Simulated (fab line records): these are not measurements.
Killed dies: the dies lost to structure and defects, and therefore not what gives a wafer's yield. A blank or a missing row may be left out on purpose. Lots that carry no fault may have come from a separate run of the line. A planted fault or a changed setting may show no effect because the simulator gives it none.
fab line records    flow sky130
record lots=14  wafers=42  last-day=50
route steps=708 shown VIA4@639 PAD_OPEN@708
lots that met no fault: from a run of the same line without faults
start-h: hours from the record's opening day to when the first of the lot's shown wafers began    wait-h: hours from the lot's prior step to this one    " the same as in the row above    L1.1+2: several wafers, shown together as one row    - no value, or no start given    * or withheld: withheld    < > ~ a bound
route shown NAME@n: NAME is a module with steps in the file, n the number in the route of the first one    usual: mean/standard deviation taken from wafers without a fault    same: alike in all rows    chamber/n: place in a boat    sites: readings site by site    _std_site: the standard deviation of these    _edge_site: mean of outer sites minus mean of inner sites    radius-mm: for every site, how far away it sits from the centre of the wafer    mask NAME#n: copy n    behind: tool/chamber where the wafer was last shaped    hold: the reason the lot was held/the length of the hold in hours/how it ended    device: the transistor (n, p or np) that didn't switch    end of line: the tests these same wafers got at the end of their route    a step without rows: its recipe alone    killed: dies that structure and defects cost at the first sort, which is not the same as the wafer's yield    map: a wafer's dies, x killed, . not, _ none there
set.NAME: setting as actually run; set.NAME@STEP: the setting as run at that earlier step    model.NAME: the simulator's own value behind a step, which no gauge read
the route's steps for a sample of lots (tables are steps, rows are wafers)
services: a tool's chamber out of use, with start hour (start-h, from the record's first day; less than 0 if before it), hours out, and reason
## steps
# step SKY_VIA4_HDPCVD_00
# recipe material=SiO2  target-thk-nm=1750  sigma-open-frac=0.3  time-s=291.7  temp-c=400  sih4-flow-sccm=60  pressure-mtorr=6
# usual susceptor-temp-C=399.99/0.2
lot.wafer  tool       chamber  start-h  wait-h  susceptor-temp-C
L607.1     hdpcvd-01  2        986.23   0.0     400.16
L607.3     "          0        "        "       400.36
L607.6     "          2        "        "       400.10
L608.3     hdpcvd-02  2        999.37   0.0     399.80
L608.5     "          1        "        "       399.81
L608.6     "          0        "        "       400.04
L609.1     hdpcvd-01  2        1000.14  0.0     400.17
L609.2     "          1        "        "       399.93
L609.5     "          0        "        "       400.02
L611.1     hdpcvd-02  0        1008.96  0.0     400.04
L611.3     "          2        "        "       400.04
L611.6     "          1        "        "       399.99
L612.3     hdpcvd-02  0        1013.20  0.0     400.06
L612.4     "          2        "        "       399.78
L612.5     "          1        "        "       399.97
L616.1     hdpcvd-01  0        1044.78  0.0     399.99
L616.3     "          1        "        "       399.77
L616.4     "          0        "        "       399.99
L623.2     hdpcvd-01  2        1088.31  0.0     400.05
L623.3     "          0        "        "       400.31
L623.6     "          2        "        "       400.01
L624.1     hdpcvd-01  0        1095.05  0.0     399.83
L624.5     "          1        "        "       399.96
L624.6     "          2        "        "       400.11
L625.2     hdpcvd-01  1        1102.93  0.0     399.82
L625.5     "          0        "        "       400.19
L625.6     "          2        "        "       400.06
L626.1     hdpcvd-02  0        1103.46  0.0     399.94
L626.3     "          1        "        "       400.08
L626.4     "          2        "        "       400.31
L627.2     hdpcvd-01  0        1105.97  0.0     400.14
L627.4     "          0        "        "       400.11
L627.5     "          2        "        "       399.69
L628.2     hdpcvd-02  0        1113.02  0.0     399.65
L628.4     "          1        "        "       400.14
L628.6     "          2        "        "       399.83
L629.4     hdpcvd-01  0        1123.42  0.1     400.12
L629.5     "          2        "        "       399.99
L629.6     "          1        "        "       399.83
L630.1     hdpcvd-02  2        1124.39  0.0     399.93
L630.4     "          0        "        "       400.02
L630.5     "          1        "        "       399.96
# step SKY_PAD_OPEN_PROBE_99
# usual defect-limited-yield=82.6/1.8  killed_at_M0_to_M3=43/6.6  killed_at_M4_up=3.4/1.8  killed-at-contacts=24/4.9  killed-at-front-end=15/4.1  killed-at-other=0.3/0.55  killed-dies=85/8.8  killed-open=46/6.1  killed-short=39/5.7  sort_bin_3_pad_short=0.9/0.41  sort_bin_5_function=10.1/1.5  sort_bin_6_memory=6.4/1  sort-n-pass=407/8.8  sort-yield-pct=82.6/1.8
# same gross-dies=492  killed-at-back-side=0  sort_bin_4_leakage[%]=0  sort_bin_8_speed[%]=0
lot.wafer  tool       chamber  start-h  wait-h  hold                      defect-limited-yield[%]  killed_at_M0_to_M3  killed_at_M4_up  killed-at-contacts  killed-at-front-end  killed-at-other  killed-dies  killed-open  killed-short  sort_bin_3_pad_short[%]  sort_bin_5_function[%]  sort_bin_6_memory[%]  sort-n-pass  sort-yield-pct[%]
L607.1     prober-02  -        1081.43  0.1     -                         79.1                     54                  2                21                  25                   1                103          66           37            0.6                      13.0                    7.3                   389          79.1
L607.3     prober-02  -        1081.53  0.2     -                         80.9                     60                  4                16                  13                   1                94           51           43            1.4                      10.0                    7.7                   398          80.9
L607.6     prober-02  -        1081.68  0.2     -                         81.9                     44                  2                25                  18                   0                89           53           36            1.2                      11.0                    5.9                   403          81.9
L608.3     prober-01  -        1093.40  0.2     -                         85.8                     32                  7                16                  15                   0                70           41           29            1.0                      8.7                     4.5                   422          85.8
L608.5     prober-01  -        1093.50  0.2     -                         87.6                     26                  5                20                  9                    1                61           29           31            1.0                      5.3                     6.1                   431          87.6
L608.6     prober-01  -        1093.55  0.2     -                         81.9                     37                  2                29                  20                   1                89           48           41            1.4                      9.3                     7.3                   403          81.9
L609.1     prober-02  -        1093.71  0.1     -                         80.7                     45                  4                26                  20                   0                95           50           45            1.6                      10.6                    7.1                   397          80.7
L609.2     prober-02  -        1093.76  0.1     -                         79.5                     52                  8                24                  17                   0                101          56           45            1.0                      12.4                    7.1                   391          79.5
L609.5     prober-02  -        1093.91  0.2     -                         83.7                     33                  3                29                  14                   1                80           35           45            0.4                      8.7                     7.1                   412          83.7
L611.1     prober-02  -        1102.01  0.1     await-dispo/1.4h/release  78.5                     41                  22               31                  12                   0                106          47           39            1.6                      12.0                    7.9                   386          78.5
L611.3     prober-02  -        1102.11  0.2     await-dispo/1.4h/release  77.4                     29                  40               25                  16                   1                111          40           32            2.2                      13.2                    7.1                   381          77.4
L611.6     prober-02  -        1102.26  0.2     await-dispo/1.4h/release  75.8                     35                  50               25                  8                    1                119          42           35            2.4                      15.4                    6.3                   373          75.8
L612.3     prober-01  -        1104.49  0.2     await-dispo/2.6h/release  79.1                     41                  25               21                  16                   0                103          47           33            1.8                      14.2                    4.9                   389          79.1
L612.4     prober-01  -        1104.54  0.2     await-dispo/2.6h/release  77.6                     41                  34               21                  13                   1                110          43           33            4.5                      11.8                    6.1                   382          77.6
L612.5     prober-01  -        1104.59  0.2     await-dispo/2.6h/release  76.2                     37                  40               26                  13                   1                117          46           32            2.6                      13.8                    7.3                   375          76.2
L616.1     prober-01  -        1131.50  0.1     -                         79.1                     54                  3                25                  21                   0                103          54           49            0.8                      12.8                    7.3                   389          79.1
L616.3     prober-01  -        1131.60  0.2     -                         82.1                     36                  6                29                  17                   0                88           48           40            0.6                      11.2                    6.1                   404          82.1
L616.4     prober-01  -        1131.65  0.2     -                         83.7                     38                  3                27                  12                   0                80           41           39            0.6                      8.1                     7.5                   412          83.7
L623.2     prober-02  -        1167.98  0.1     -                         82.9                     37                  3                24                  20                   0                84           45           39            0.8                      11.8                    4.5                   408          82.9
L623.3     prober-02  -        1168.03  0.2     -                         83.3                     45                  6                17                  14                   0                82           40           42            0.8                      8.9                     6.9                   410          83.3
L623.6     prober-02  -        1168.18  0.2     -                         83.5                     38                  4                21                  18                   0                81           47           34            0.6                      10.6                    5.3                   411          83.5
L624.1     prober-01  -        1174.40  0.1     -                         83.1                     45                  5                19                  14                   0                83           46           37            1.4                      9.6                     5.9                   409          83.1
L624.5     prober-01  -        1174.60  0.2     -                         82.9                     29                  4                29                  22                   0                84           50           34            1.2                      10.2                    5.7                   408          82.9
L624.6     prober-01  -        1174.65  0.2     -                         83.7                     33                  2                27                  18                   0                80           45           35            0.4                      8.9                     6.9                   412          83.7
L625.2     prober-02  -        1182.06  0.1     -                         78.9                     48                  8                28                  20                   0                104          50           54            1.4                      12.8                    6.9                   388          78.9
L625.5     prober-02  -        1182.21  0.2     -                         80.9                     41                  7                28                  17                   1                94           49           43            0.4                      11.4                    7.3                   398          80.9
L625.6     prober-02  -        1182.26  0.2     -                         83.3                     44                  3                18                  17                   0                82           41           41            0.8                      9.8                     6.1                   410          83.3
L626.1     prober-01  -        1183.51  0.1     -                         86.0                     41                  3                14                  11                   0                69           37           32            1.2                      7.9                     4.9                   423          86.0
L626.3     prober-01  -        1183.61  0.2     -                         85.2                     38                  3                19                  12                   1                73           32           41            0.8                      8.5                     5.5                   419          85.2
L626.4     prober-01  -        1183.66  0.2     -                         79.9                     58                  3                25                  13                   0                99           49           50            0.6                      13.2                    6.3                   393          79.9
L627.2     prober-02  -        1185.06  0.1     -                         86.0                     36                  1                20                  12                   0                69           44           25            1.0                      8.3                     4.7                   423          86.0
L627.4     prober-02  -        1185.16  0.2     -                         82.7                     43                  1                21                  20                   0                85           46           39            0.2                      11.0                    6.1                   407          82.7
L627.5     prober-02  -        1185.21  0.2     -                         83.7                     37                  3                26                  13                   1                80           51           28            0.6                      9.1                     6.5                   412          83.7
L628.2     prober-01  -        1188.33  0.1     -                         85.2                     36                  4                20                  13                   0                73           46           27            0.8                      9.8                     4.3                   419          85.2
L628.4     prober-01  -        1188.43  0.2     -                         84.3                     43                  4                19                  11                   0                77           43           34            0.4                      10.4                    4.9                   415          84.3
L628.6     prober-01  -        1188.53  0.2     -                         84.3                     39                  2                21                  15                   0                77           42           35            0.2                      10.2                    5.3                   415          84.3
L629.4     prober-02  -        1198.31  0.2     -                         81.5                     42                  3                25                  20                   1                91           43           46            0.8                      10.6                    7.1                   401          81.5
L629.5     prober-02  -        1198.36  0.2     -                         78.7                     58                  5                26                  16                   0                105          55           49            1.6                      13.0                    6.7                   387          78.7
L629.6     prober-02  -        1198.41  0.2     -                         83.1                     45                  3                22                  13                   0                83           46           37            1.0                      10.2                    5.7                   409          83.1
L630.1     prober-01  -        1199.66  0.1     -                         81.1                     43                  3                26                  20                   1                93           51           42            1.0                      12.8                    5.1                   399          81.1
L630.4     prober-01  -        1199.81  0.2     -                         85.4                     32                  3                29                  8                    0                72           43           29            0.8                      8.7                     5.1                   420          85.4
L630.5     prober-01  -        1199.86  0.2     -                         81.9                     50                  3                24                  12                   0                89           51           38            1.4                      9.3                     7.3                   403          81.9
# killed by level:class
L607.1 VIA1:geometric-particle:open=19 CONTACT:geometric-particle:open=10 VIA3:geometric-particle:open=9 POLY_GATE:geometric-particle:open=7 FIELD_ISO:geometric-particle:open=6 VIA2:geometric-particle:short=6 VIA2:geometric-particle:open=5 LI_CONTACT:geometric-particle:open=4
L607.3 VIA1:geometric-particle:open=17 VIA3:geometric-particle:open=9 METAL2:geometric-particle:short=8 VIA2:geometric-particle:open=7 CONTACT:geometric-particle:open=7 METAL1:geometric-particle:short=7 POLY_GATE:geometric-particle:short=5 POLY_GATE:geometric-particle:open=4
L607.6 VIA1:geometric-particle:open=13 CONTACT:geometric-particle:open=11 VIA3:geometric-particle:open=10 LI_CONTACT:geometric-particle:open=6 FIELD_ISO:geometric-particle:short=5 METAL2:geometric-particle:short=5 POLY_GATE:geometric-particle:short=4 LOCAL_INTERCONNECT:geometric-particle:short=4
L608.3 VIA1:geometric-particle:open=7 FIELD_ISO:geometric-particle:open=6 FIELD_ISO:geometric-particle:short=6 CONTACT:geometric-particle:open=6 VIA2:geometric-particle:open=6 METAL4:geometric-particle:short=6 LOCAL_INTERCONNECT:geometric-particle:short=5 METAL1:geometric-particle:open=4
L608.5 VIA1:geometric-particle:open=9 LI_CONTACT:geometric-particle:open=7 METAL1:geometric-particle:short=6 FIELD_ISO:geometric-particle:short=4 CONTACT:geometric-particle:short=4 CONTACT:geometric-particle:open=4 METAL4:geometric-particle:short=4 METAL2:geometric-particle:short=3
L608.6 VIA1:geometric-particle:open=13 CONTACT:geometric-particle:open=9 CONTACT:geometric-particle:short=9 POLY_GATE:geometric-particle:short=7 VIA2:geometric-particle:open=6 LI_CONTACT:geometric-particle:open=5 VIA3:geometric-particle:open=5 FIELD_ISO:geometric-particle:short=4
L609.1 VIA1:geometric-particle:open=13 CONTACT:geometric-particle:open=8 METAL2:geometric-particle:short=8 VIA3:geometric-particle:open=7 POLY_GATE:geometric-particle:short=6 LI_CONTACT:geometric-particle:short=5 LI_CONTACT:geometric-particle:open=5 CONTACT:geometric-particle:short=5
L609.2 VIA1:geometric-particle:open=12 LI_CONTACT:geometric-particle:open=9 VIA2:geometric-particle:open=9 VIA3:geometric-particle:open=8 METAL4:geometric-particle:short=7 LI_CONTACT:geometric-particle:short=6 FIELD_ISO:geometric-particle:short=5 POLY_GATE:geometric-particle:open=5
L609.5 CONTACT:geometric-particle:open=14 METAL1:geometric-particle:short=7 VIA1:geometric-particle:open=6 LI_CONTACT:geometric-particle:short=5 LI_CONTACT:geometric-particle:open=5 POLY_GATE:geometric-particle:short=4 VIA1:geometric-particle:short=4 METAL2:geometric-particle:short=4
L611.1 VIA4:unspecified=20 CONTACT:geometric-particle:open=13 VIA1:geometric-particle:open=8 VIA2:geometric-particle:open=8 LI_CONTACT:geometric-particle:short=6 CONTACT:geometric-particle:short=5 METAL1:geometric-particle:short=5 VIA3:geometric-particle:open=5
L611.3 VIA4:unspecified=39 CONTACT:geometric-particle:open=10 POLY_GATE:geometric-particle:open=7 LI_CONTACT:geometric-particle:open=7 VIA1:geometric-particle:open=7 METAL1:geometric-particle:short=6 POLY_GATE:geometric-particle:short=5 CONTACT:geometric-particle:short=5
L611.6 VIA4:unspecified=42 LI_CONTACT:geometric-particle:open=11 VIA1:geometric-particle:open=10 CONTACT:geometric-particle:open=8 METAL4:geometric-particle:short=6 CONTACT:geometric-particle:short=5 VIA1:geometric-particle:short=5 VIA2:geometric-particle:short=5
L612.3 VIA4:unspecified=23 VIA1:geometric-particle:open=10 VIA3:geometric-particle:open=7 CONTACT:geometric-particle:short=6 FIELD_ISO:geometric-particle:open=5 LI_CONTACT:geometric-particle:open=5 METAL1:geometric-particle:short=5 CONTACT:geometric-particle:open=5
L612.4 VIA4:unspecified=34 VIA1:geometric-particle:open=11 METAL1:geometric-particle:short=7 FIELD_ISO:geometric-particle:open=6 LI_CONTACT:geometric-particle:open=6 CONTACT:geometric-particle:open=6 VIA1:geometric-particle:short=6 VIA2:geometric-particle:open=4
L612.5 VIA4:unspecified=38 CONTACT:geometric-particle:open=9 LI_CONTACT:geometric-particle:open=8 VIA1:geometric-particle:open=7 VIA3:geometric-particle:open=6 CONTACT:geometric-particle:short=5 METAL1:geometric-particle:short=5 FIELD_ISO:geometric-particle:open=4
L616.1 VIA1:geometric-particle:open=9 METAL1:geometric-particle:short=8 LI_CONTACT:geometric-particle:open=7 CONTACT:geometric-particle:open=7 VIA3:geometric-particle:open=7 VIA1:geometric-particle:short=6 POLY_GATE:geometric-particle:short=5 LOCAL_INTERCONNECT:geometric-particle:short=5
L616.3 VIA1:geometric-particle:open=10 LOCAL_INTERCONNECT:geometric-particle:short=10 CONTACT:geometric-particle:open=9 VIA2:geometric-particle:open=7 VIA3:geometric-particle:open=6 METAL1:geometric-particle:short=5 FIELD_ISO:geometric-particle:short=4 LI_CONTACT:geometric-particle:open=4
L616.4 CONTACT:geometric-particle:open=10 VIA3:geometric-particle:open=9 METAL2:geometric-particle:short=8 METAL1:geometric-particle:short=6 LOCAL_INTERCONNECT:geometric-particle:short=5 CONTACT:geometric-particle:short=5 LI_CONTACT:geometric-particle:open=4 VIA2:geometric-particle:open=4
L623.2 VIA1:geometric-particle:open=9 VIA2:geometric-particle:open=8 LOCAL_INTERCONNECT:geometric-particle:short=7 LI_CONTACT:geometric-particle:open=6 FIELD_ISO:geometric-particle:short=5 FIELD_ISO:geometric-particle:open=4 LI_CONTACT:geometric-particle:short=4 METAL1:geometric-particle:short=4
L623.3 METAL2:geometric-particle:short=11 CONTACT:geometric-particle:open=7 VIA1:geometric-particle:open=7 VIA2:geometric-particle:open=7 LI_CONTACT:geometric-particle:open=5 POLY_GATE:geometric-particle:short=5 METAL1:geometric-particle:short=5 VIA3:geometric-particle:open=5
L623.6 CONTACT:geometric-particle:open=10 VIA2:geometric-particle:open=8 VIA1:geometric-particle:open=6 FIELD_ISO:geometric-particle:open=5 FIELD_ISO:geometric-particle:short=4 VIA3:geometric-particle:open=4 CONTACT:geometric-particle:short=4 METAL2:geometric-particle:short=4
L624.1 VIA1:geometric-particle:open=8 VIA2:geometric-particle:open=7 VIA3:geometric-particle:open=6 VIA1:geometric-particle:short=6 METAL2:geometric-particle:short=6 POLY_GATE:geometric-particle:open=5 LI_CONTACT:geometric-particle:open=5 LOCAL_INTERCONNECT:geometric-particle:short=5
L624.5 CONTACT:geometric-particle:open=12 CONTACT:geometric-particle:short=9 VIA2:geometric-particle:open=9 VIA1:geometric-particle:open=8 FIELD_ISO:geometric-particle:short=6 FIELD_ISO:geometric-particle:open=5 POLY_GATE:geometric-particle:open=5 LI_CONTACT:geometric-particle:open=4
L624.6 CONTACT:geometric-particle:open=10 VIA1:geometric-particle:open=9 FIELD_ISO:geometric-particle:short=6 LI_CONTACT:geometric-particle:open=6 FIELD_ISO:geometric-particle:open=5 VIA2:geometric-particle:short=5 VIA2:geometric-particle:open=5 LOCAL_INTERCONNECT:geometric-particle:short=4
L625.2 LI_CONTACT:geometric-particle:open=9 CONTACT:geometric-particle:open=9 VIA1:geometric-particle:short=9 VIA3:geometric-particle:open=8 METAL1:geometric-particle:short=7 VIA1:geometric-particle:open=6 METAL4:geometric-particle:short=5 POLY_GATE:geometric-particle:open=5
L625.5 VIA1:geometric-particle:open=15 CONTACT:geometric-particle:open=10 VIA2:geometric-particle:open=8 LOCAL_INTERCONNECT:geometric-particle:short=7 METAL4:geometric-particle:short=6 CONTACT:geometric-particle:short=5 FIELD_ISO:geometric-particle:short=4 POLY_GATE:geometric-particle:short=4
L625.6 METAL1:geometric-particle:short=9 POLY_GATE:geometric-particle:short=7 VIA3:geometric-particle:open=7 VIA2:geometric-particle:open=6 CONTACT:geometric-particle:open=6 CONTACT:geometric-particle:short=5 POLY_GATE:geometric-particle:open=4 METAL2:geometric-particle:short=4
L626.1 METAL1:geometric-particle:short=9 VIA2:geometric-particle:open=7 LI_CONTACT:geometric-particle:open=6 VIA3:geometric-particle:open=6 POLY_GATE:geometric-particle:open=4 CONTACT:geometric-particle:open=4 VIA2:geometric-particle:short=4 METAL2:geometric-particle:short=3
L626.3 CONTACT:geometric-particle:open=8 VIA1:geometric-particle:open=7 VIA1:geometric-particle:short=6 VIA2:geometric-particle:open=6 VIA2:geometric-particle:short=5 FIELD_ISO:geometric-particle:short=4 POLY_GATE:geometric-particle:short=4 LI_CONTACT:geometric-particle:open=4
L626.4 METAL2:geometric-particle:short=12 CONTACT:geometric-particle:open=11 METAL1:geometric-particle:short=10 VIA2:geometric-particle:open=9 VIA1:geometric-particle:open=8 VIA3:geometric-particle:short=6 FIELD_ISO:geometric-particle:open=5 POLY_GATE:geometric-particle:short=5
L627.2 VIA1:geometric-particle:open=14 CONTACT:geometric-particle:open=8 LI_CONTACT:geometric-particle:open=6 LOCAL_INTERCONNECT:geometric-particle:short=5 POLY_GATE:geometric-particle:open=4 VIA2:geometric-particle:open=4 METAL2:geometric-particle:short=4 VIA3:geometric-particle:open=4
L627.4 VIA1:geometric-particle:open=12 LI_CONTACT:geometric-particle:open=9 FIELD_ISO:geometric-particle:short=6 LI_CONTACT:geometric-particle:short=5 CONTACT:geometric-particle:open=5 METAL2:geometric-particle:short=5 VIA2:geometric-particle:open=5 VIA3:geometric-particle:open=5
L627.5 CONTACT:geometric-particle:open=12 VIA2:geometric-particle:open=10 VIA1:geometric-particle:open=9 LOCAL_INTERCONNECT:geometric-particle:short=7 VIA3:geometric-particle:open=7 POLY_GATE:geometric-particle:open=5 FIELD_ISO:geometric-particle:short=3 FIELD_ISO:geometric-particle:open=3
L628.2 CONTACT:geometric-particle:open=11 POLY_GATE:geometric-particle:short=7 LI_CONTACT:geometric-particle:open=7 VIA3:geometric-particle:open=7 VIA1:geometric-particle:open=7 VIA2:geometric-particle:open=6 POLY_GATE:geometric-particle:open=4 VIA1:geometric-particle:short=4
L628.4 VIA1:geometric-particle:open=13 CONTACT:geometric-particle:short=7 CONTACT:geometric-particle:open=5 METAL1:geometric-particle:short=5 VIA1:geometric-particle:short=5 VIA2:geometric-particle:open=5 VIA3:geometric-particle:open=5 FIELD_ISO:geometric-particle:short=4
L628.6 VIA1:geometric-particle:open=9 CONTACT:geometric-particle:open=8 FIELD_ISO:geometric-particle:open=5 POLY_GATE:geometric-particle:short=5 LI_CONTACT:geometric-particle:open=5 VIA3:geometric-particle:open=5 METAL1:geometric-particle:short=4 METAL2:geometric-particle:short=4
L629.4 CONTACT:geometric-particle:open=9 VIA1:geometric-particle:open=9 METAL1:geometric-particle:short=7 VIA3:geometric-particle:open=6 FIELD_ISO:geometric-particle:short=5 VIA1:geometric-particle:short=5 LI_CONTACT:geometric-particle:short=4 LI_CONTACT:geometric-particle:open=4
L629.5 CONTACT:geometric-particle:open=11 VIA1:geometric-particle:open=11 VIA2:geometric-particle:open=9 METAL2:geometric-particle:short=8 METAL1:geometric-particle:short=8 VIA3:geometric-particle:open=6 CONTACT:geometric-particle:short=5 LI_CONTACT:geometric-particle:short=4
L629.6 VIA1:geometric-particle:open=10 VIA2:geometric-particle:open=9 VIA3:geometric-particle:open=7 LI_CONTACT:geometric-particle:open=7 METAL2:geometric-particle:short=7 CONTACT:geometric-particle:open=6 CONTACT:geometric-particle:short=5 POLY_GATE:geometric-particle:short=3
L630.1 VIA1:geometric-particle:open=10 CONTACT:geometric-particle:open=9 VIA1:geometric-particle:short=7 LI_CONTACT:geometric-particle:open=7 FIELD_ISO:geometric-particle:open=6 METAL1:geometric-particle:short=6 POLY_GATE:geometric-particle:open=5 CONTACT:geometric-particle:short=5
L630.4 CONTACT:geometric-particle:open=17 VIA1:geometric-particle:open=10 SPACER:geometric-particle:short=4 LI_CONTACT:geometric-particle:open=4 METAL1:geometric-particle:short=4 CONTACT:geometric-particle:short=4 METAL3:geometric-particle:short=4 VIA3:geometric-particle:open=4
L630.5 VIA1:geometric-particle:open=13 VIA2:geometric-particle:open=11 CONTACT:geometric-particle:open=10 CONTACT:geometric-particle:short=6 LI_CONTACT:geometric-particle:open=6 METAL1:geometric-particle:short=5 VIA1:geometric-particle:short=5 POLY_GATE:geometric-particle:short=4
## services
tool       chamber  start-h  hours  kind
hdpcvd-02  0        965.25   -      clean
hdpcvd-02  1        965.25   -      clean
hdpcvd-02  2        965.25   -      clean
hdpcvd-02  1        1121.20  2.2    repair
## key
first-sign step=SKY_PAD_OPEN_PROBE_99  reading=killed_at_M4_up  direction=up  sigmas=17  usual=3.4  struck=35.2
effect step=SKY_PAD_OPEN_PROBE_99  reading=sort_bin_3_pad_short  direction=up  sigmas=4.1  usual=0.9  struck=2.5  wafers-moved=4
met-at SKY_VIA4_HDPCVD_00
struck-lots L611,L612
onset-between 999.37 1008.96
fault kind=chamber-particle-source  tool=hdpcvd-02  chamber=-  onset-h=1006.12  steps=SKY_VIA4_HDPCVD_00  rate-per-visit-cm2=0.73721  end-h=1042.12
